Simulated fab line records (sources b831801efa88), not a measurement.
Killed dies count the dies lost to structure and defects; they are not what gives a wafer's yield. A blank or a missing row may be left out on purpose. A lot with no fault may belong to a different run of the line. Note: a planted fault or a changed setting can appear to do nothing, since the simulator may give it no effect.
2 desks, one fault -- flow gf180mcu -- every desk sees just its own numbers, and what lay behind them comes last

## AT THE METROLOGY DESK
What the gauges read for every lot (on any tool): the sampled wafers with a number, averaged. The brackets show how far a lot's mean lies from the usual mean; more than 4 standard deviations puts the lot out of limits, marked OUT.
Columns: A = LVPWELL_OVL at GF_LVPWELL_OVL_MEAS_07, usual -0.7 nm; B = HV_LDD_RS at GF_HV_LDD_RS_MEAS_53, usual 418.8 ohm/sq
lot,first seen here,A,B
L421,day 4 10:55,0.1,418.4
L422,day 4 14:02,-0.9,419.9
L423,day 4 18:23,-0.8,419.0
L424,day 5 03:26,-0.0,419.2
L426,day 5 13:04,-0.1,413.3 (-5.5) OUT
L427,day 5 18:03,-1.4,413.4 (-5.4) OUT
L428,day 5 21:46,-0.9,412.8 (-6.0) OUT
L433,day 7 02:28,1.0,417.7
L434,day 7 08:45,-0.3,418.1
L438,day 8 07:40,-0.8,419.5
L440,day 8 17:41,-2.5,418.3
L441,day 9 01:00,-1.1,417.0
L442,day 9 05:23,-1.3,419.5
Per this desk, out of limits: L426, L427, L428; the first was L426, day 14 19:37 (HV_LDD_RS at GF_HV_LDD_RS_MEAS_53). L421, L422, L423, L424, L433, L434, L438, L440, L441, L442 stayed within limits.

## DESK OF THE TOOL OWNER: implanter-02
The tool's own readings at GF_HV_LDD_IMPLANT_34, given as means over the sampled wafers that have a number, one for each lot that went through this tool. The brackets show how far a lot's mean lies from the usual mean; more than 4 standard deviations puts the lot out of limits, marked OUT.
Columns: A = dose_ions_cm2 at GF_HV_LDD_IMPLANT_34, usual 7.501e+12; B = faraday_current_uA at GF_HV_LDD_IMPLANT_34, usual 42.2; C = tilt_deg at GF_HV_LDD_IMPLANT_34, usual 30.001 degrees
lot,first seen here,A,B,C
L421,day 12 10:53,7.501e+12,41.8,29.999
L422,day 12 14:50,7.502e+12,42.2,29.989
L423,day 12 20:13,7.508e+12,41.7,30.028
L424,day 13 06:15,7.499e+12,41.7,29.988
L426,day 13 21:44,9.693e+12 (+99 or more) OUT,55.7 (+16) OUT,29.985
L427,day 14 03:48,9.706e+12 (+99 or more) OUT,55.3 (+15) OUT,30.013
L428,day 14 08:18,9.697e+12 (+99 or more) OUT,54.4 (+14) OUT,30.017
L438,day 17 18:30,7.500e+12,42.2,30.017
L442,day 19 00:11,7.498e+12,42.2,29.985
This desk's finding: out of limits on L426, L427, L428; first on L426, day 13 21:44 (dose_ions_cm2 at GF_HV_LDD_IMPLANT_34). L421, L422, L423, L424, L438, L442 stayed within limits.

## PUT TOGETHER
At day 13 21:44, on L426, L427, L428, the tool owner's desk was in a position to raise an alarm.
L426, L427, L428 would have let the metrology desk raise an alarm at day 14 19:37.
GF_HV_LDD_IMPLANT_34 was run on implanter-02 by each of the lots named.

## WHAT THE SIMULATOR PUT IN
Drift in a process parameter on implanter-02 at GF_HV_LDD_IMPLANT_34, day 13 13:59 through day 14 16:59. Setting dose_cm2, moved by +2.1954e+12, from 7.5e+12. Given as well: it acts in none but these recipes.
Struck lots among those shown: L426, L427, L428.
Hours from the fault's start to each desk's first reading out of limits: the tool owner's desk, 8; the metrology desk, 30.
